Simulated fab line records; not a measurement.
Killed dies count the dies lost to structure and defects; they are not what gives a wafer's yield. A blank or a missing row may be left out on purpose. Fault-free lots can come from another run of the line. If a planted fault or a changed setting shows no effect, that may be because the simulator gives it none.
A struck lot beside a sound one || flow sky130 || 16 steps out of a route of 708
Sound: the wafers L654.1, L654.2, L654.6. Struck: wafer L666.2. (L666.5 of the same lot was not struck and is left out.) The cause comes at the end.
Per side, at each step with rows, come the tool, then ch with its chambers, and then its first start. Under that, the readings that differ: sound wafers || struck wafers || difference of the means || sigmas: that difference in standard deviations of wafers without a fault.
alike: readings whose means differ by less than 2 such deviations, and words and numbers that are the same on both sides. not compared: withheld readings, readings that some wafer has no value for, bounds like >300 that may hide the same value, and numbers for which the record gives no deviation and whose values overlap.
Wherever a step has rows on one side only, a row that says differs or no value, or a row with sigmas, the two part there. When numbers do not overlap yet have no deviation, they are printed without sigmas and do not part them. Lack of a reading on every wafer of one side parts them only where that side has two or more wafers.

first, 4 steps without rows for these wafers: SKY_RES_XHIGH_EXPOSE_04 (exposes mask URPM, target cd 1270 nm); SKY_RES_XHIGH_PEB_05; SKY_RES_XHIGH_DEVELOP_06 (develop time 60 s); SKY_RES_XHIGH_IMPLANT_07.
SKY_RES_XHIGH_STRIP_08: strips in O2/N2.
  sound on plasmaAsher-02 ch 0,1, day 26 16:44; struck on plasmaAsher-03 ch 1, day 32 19:08
  alike: drypumpMotorCurrentA, oesProductAu, stripTimeToEndpointS
  not compared: rfHoursCounterH
SKY_RES_XHIGH_TW_MEAS_09:
  sound: filmMetro-03 at day 26 16:50; struck: filmMetro-03 at day 32 19:14
  alike: RES_XHIGH_TW
then, 6 steps without rows for these wafers: SKY_SD_N_DEHYDRATE_00 (time 60 s); SKY_SD_N_HMDS_01 (prime time 60 s); SKY_SD_N_COAT_02 (resist thk 1140 nm); SKY_SD_N_SOFTBAKE_03 (time 60 s); SKY_SD_N_EXPOSE_04 (exposes mask NSDM, target cd 380 nm); SKY_SD_N_PEB_05.
SKY_SD_N_DEVELOP_06: develop time 60 s.
  sound on lithoTrack-02 ch 0, day 27 21:07; struck on lithoTrack-04 ch 0, day 33 21:34
SKY_SD_N_CD_MEAS_07: the cd target is 380 nm.
  sound: cdSem-01 at day 27 21:16; struck: cdSem-02 at day 33 21:42
{"reading": "cdNm (nm)", "sound": "384.2 385.2 384.0", "struck": 355.0, "difference": -29.5, "sigmas": -13}
SKY_SD_N_OVL_MEAS_08:
  sound: overlay-02 at day 27 21:23; struck: overlay-01 at day 33 21:49
  alike: SD_N_OVL
-- the record jumps here: 16 days lie between the struck wafers' starts before and after (it left off in module SD_N and takes up again in module PAD_OPEN, whose first step shown is number 708 of the route) --
SKY_PAD_OPEN_PROBE_99:
  sound: prober-02 at day 45 20:27; struck: prober-02 at day 50 02:40
  alike: killed_at_M0_to_M3, killed_at_M4_up, killedAtContacts, killedAtFrontEnd, killedAtOther, killedDies, killedOnRim, killedOpen, killedShort

WHERE THEY PART
Only at SKY_SD_N_CD_MEAS_07, as far as this record shows. Later steps at which nothing parts them and some readings are alike: SKY_SD_N_OVL_MEAS_08, SKY_PAD_OPEN_PROBE_99.

WHY: whatever the simulator had introduced
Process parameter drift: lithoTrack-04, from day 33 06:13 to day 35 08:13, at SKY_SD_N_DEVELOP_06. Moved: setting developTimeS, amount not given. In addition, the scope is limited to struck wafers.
